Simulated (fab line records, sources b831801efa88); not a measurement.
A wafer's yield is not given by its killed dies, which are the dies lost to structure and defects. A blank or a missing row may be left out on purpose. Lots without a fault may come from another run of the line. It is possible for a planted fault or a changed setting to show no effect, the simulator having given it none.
A lot that was struck, set against a sound lot    flow sky130    14 out of 708 route steps
Sound: these wafers, L910.1, L910.2, L910.5. The struck wafers were L920.1, L920.4, L920.5. At the end, the cause is stated.
At each step with rows: each side's tool, then ch and its chambers, then its first start. Under that, the readings that differ: sound wafers    struck wafers    difference of the means    sigmas: that difference in standard deviations of wafers without a fault.
alike: readings whose means differ by less than 2 such deviations, and words and numbers that are the same on both sides. not compared: withheld readings, readings that some wafer has no value for, bounds like >300 that may hide the same value, and numbers for which the record gives no deviation and whose values overlap.
A row with sigmas, a row that says differs or no value, or rows on one side alone: a step with any of these is where the two part. Numbers that don't overlap but have no deviation are shown without sigmas and don't part them. Lack of a reading on every wafer of one side parts them only where that side has two or more wafers.

SKY_NWELL_RS_MEAS_29: measurement is done with a four-point probe.
  sound on film-metro-03 at day 8 15:10; struck on film-metro-02 at day 11 04:41
  alike: NWELL_RS
SKY_NWELL_RS_MEAS_31: measurement is done with a four-point probe.
  sound on film-metro-03 at day 8 15:24; struck on film-metro-02 at day 11 04:56
  alike: PWDE_RS
then, 7 steps without rows for these wafers: SKY_VT_ADJUST_HVTP_DEHYDRATE_00 (time 60 s); SKY_VT_ADJUST_HVTP_HMDS_01 (prime time 60 s); SKY_VT_ADJUST_HVTP_COAT_02 (resist thk 1140 nm); SKY_VT_ADJUST_HVTP_SOFTBAKE_03 (time 60 s); SKY_VT_ADJUST_HVTP_EXPOSE_04 (exposes mask HVTPM, target cd 380 nm); SKY_VT_ADJUST_HVTP_PEB_05; SKY_VT_ADJUST_HVTP_DEVELOP_06 (develop time 60 s).
SKY_VT_ADJUST_HVTP_CD_MEAS_07: the cd target is 380 nm.
  sound on cd-sem-02 at day 9 12:57; struck on cd-sem-02 at day 12 05:48
  alike: cd-nm
SKY_VT_ADJUST_HVTP_OVL_MEAS_08:
  sound on overlay-01 at day 9 13:04; struck on overlay-01 at day 12 05:55
reading                  sound           struck       difference  sigmas
VT_ADJUST_HVTP_OVL (nm)  -0.8 -1.4 -2.5  3.7 1.9 2.0  +4.1        +3
SKY_VT_ADJUST_HVTP_IMPLANT_09:
  sound on implanter-03 ch 0, day 9 13:06; struck on implanter-03 ch 0, day 12 05:58
reading             sound                          struck                        difference  sigmas
dose-ions-cm2       4.301e+12 4.296e+12 4.301e+12  4.733e+12 4.733e+12 4.73e+12  +4.327e+11  +96
faraday-current-uA  23.9 24.0 24.6                 26.4 27.5 26.8                +2.7        +6
  alike: end-station-pressure-torr
SKY_VT_ADJUST_HVTP_STRIP_10: strips in O2/N2.
  sound on plasma-asher-04 ch 0,1, day 9 13:15; struck on plasma-asher-04 ch 0,1, day 12 06:07
  alike: drypump-motor-current-A, oes-product-au, strip-time-to-endpoint-s
  not compared: rf-hours-counter-h
-- a jump in the record: the struck wafers' starts before and after are 39 days apart (it breaks off in module VT_ADJUST_HVTP and resumes in module PAD_OPEN, where the first step shown is number 708 of the route) --
SKY_PAD_OPEN_PROBE_99:
  sound on prober-02 at day 49 06:13; struck on prober-02 at day 51 04:58
reading                                   sound                 struck                difference  sigmas
model.etest.tip-p.rs-ohm-sq               6858 6830 6806        7210 7150 7159        +342        
model.etest.pfet_01v8_mvt.drive-ua-um     148 149.4 149.6       142 142.2 143.4       -6          
model.etest.pfet_01v8_mvt.off-log10-a-um  -10.79 -10.64 -10.62  -11.61 -11.38 -11.35  -0.76       
model.etest.pfet_01v8.off-log10-a-um      -9.78 -10 -9.948      -10.59 -10.32 -10.37  -0.52       
  alike: killed_at_M0_to_M3, killed_at_M4_up, killed-at-contacts, killed-at-front-end, killed-at-other, killed-dies, killed-open, killed-short
  not compared: model.etest.pfet_01v8.r-on-ohm-um, model.etest.pfet_01v8.drive-ua-um, model.etest.pfet_01v8_hvt.drive-ua-um, model.etest.sram-pfet-latch.off-log10-a-um

== WHERE THEY PART ==
First at SKY_VT_ADJUST_HVTP_OVL_MEAS_08; last, within this record, at SKY_VT_ADJUST_HVTP_IMPLANT_09. Later steps at which nothing parts them and some readings are alike: SKY_VT_ADJUST_HVTP_STRIP_10, SKY_PAD_OPEN_PROBE_99.

WHY: whatever the simulator had introduced
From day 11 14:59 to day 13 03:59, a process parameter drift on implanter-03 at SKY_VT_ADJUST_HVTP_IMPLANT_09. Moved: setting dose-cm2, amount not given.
